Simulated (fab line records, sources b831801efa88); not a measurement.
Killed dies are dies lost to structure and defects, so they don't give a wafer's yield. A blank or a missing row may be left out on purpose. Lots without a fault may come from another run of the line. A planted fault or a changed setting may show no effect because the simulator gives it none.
A struck lot beside a sound one | flow sky130 | 17 steps out of a route of 708
Sound: wafers L773.1, L773.3, L773.6. Struck: wafers L780.1, L780.4, L780.6. The cause comes at the end.
At each step with rows: each side's tool, then ch and its chambers, then its first start. Under that, the readings that differ: sound wafers | struck wafers | difference of the means | sigmas: that difference in standard deviations of wafers without a fault.
alike: readings whose means differ by less than 2 such deviations, and words and numbers that are the same on both sides. not compared: withheld readings, readings that some wafer has no value for, bounds like >300 that may hide the same value, and numbers for which the record gives no deviation and whose values overlap.
The two part at a step that has a row with sigmas, a row that says differs or no value, or rows on one side only. Numbers that don't overlap but have no deviation are shown without sigmas and don't part them. A reading that every wafer of one side lacks parts them only if that side has two wafers or more.

SKY_LDD_HVN_OVL_MEAS_07:
  sound on overlay-02, day 23 04:12; struck on overlay-01, day 25 14:00
  alike: LDD_HVN_OVL
then, 1 step without rows for these wafers: SKY_LDD_HVN_IMPLANT_08.
SKY_LDD_HVN_STRIP_09: strips in O2/N2.
  sound on plasma_asher-04 ch 0,1, day 23 04:23; struck on plasma_asher-04 ch 0,1, day 25 14:11
  alike: drypump_motor_current_A, oes_product_au, strip_time_to_endpoint_s
  not compared: rf_hours_counter_h
SKY_LDD_HVN_TW_MEAS_10:
  sound on film_metro-01, day 23 04:29; struck on film_metro-01, day 25 14:17
  alike: LDD_HVN_TW
then, 7 steps without rows for these wafers: SKY_LDD_HVP_DEHYDRATE_00 (time 60 s); SKY_LDD_HVP_HMDS_01 (prime time 60 s); SKY_LDD_HVP_COAT_02 (resist thk 300 nm); SKY_LDD_HVP_SOFTBAKE_03 (time 60 s); SKY_LDD_HVP_EXPOSE_04 (exposes mask HVPTM, target cd 700 nm); SKY_LDD_HVP_PEB_05; SKY_LDD_HVP_DEVELOP_06 (develop time 60 s).
SKY_LDD_HVP_OVL_MEAS_07:
  sound on overlay-01, day 24 09:58; struck on overlay-02, day 26 18:45
  alike: LDD_HVP_OVL
SKY_LDD_HVP_IMPLANT_08:
  sound on implanter-04 ch 0, day 24 09:59; struck on implanter-04 ch 0, day 26 18:57
  reading            | sound                           | struck                          | difference | sigmas
  dose_ions_cm2      | 1.6978e+13 1.6977e+13 1.699e+13 | 1.494e+13 1.4941e+13 1.4938e+13 | -2.042e+12 | -99 or more
  faraday_current_uA | 90.7 94.3 98.1                  | 81.2 85.4 83.8                  | -10.9      | -5
  alike: beam_energy_keV
SKY_LDD_HVP_STRIP_09: strips in O2/N2.
  sound on plasma_asher-02 ch 0,1, day 24 10:08; struck on plasma_asher-04 ch 1, day 26 19:06
  alike: drypump_motor_current_A, oes_product_au, strip_time_to_endpoint_s
  not compared: rf_hours_counter_h
SKY_LDD_HVP_TW_MEAS_10:
  sound on film_metro-01, day 24 10:14; struck on film_metro-01, day 26 19:12
  reading    | sound             | struck            | difference | sigmas
  LDD_HVP_TW | 456.1 457.5 459.5 | 439.4 439.8 439.8 | -18.0      | -8
then, 1 step without rows for these wafers: SKY_LDD_LDN_DEHYDRATE_00 (time 60 s).
-- the record jumps here: 23 days lie between the struck wafers' starts before and after (it left off in module LDD_LDN and takes up again in module PAD_OPEN, whose first step shown is number 708 of the route) --
SKY_PAD_OPEN_PROBE_99:
  sound on prober-01, day 47 16:11; struck on prober-01, day 49 07:56
  reading                        | sound          | struck         | difference | sigmas
  model.etest.tip_p_5v.rs_ohm_sq | 2852 2850 2851 | 3107 3120 3109 | +261       |
  alike: killed_at_M0_to_M3, killed_at_M4_up, killed_at_contacts, killed_at_front_end, killed_at_other, killed_dies, killed_open, killed_short

WHERE THEY PART
First at SKY_LDD_HVP_IMPLANT_08; last, within this record, at SKY_LDD_HVP_TW_MEAS_10. Later steps at which nothing parts them and some readings are alike: SKY_PAD_OPEN_PROBE_99.

WHY: what the simulator had put in
Process parameter drift: implanter-04, from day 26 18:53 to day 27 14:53, at SKY_LDD_HVP_IMPLANT_08. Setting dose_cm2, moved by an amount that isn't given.
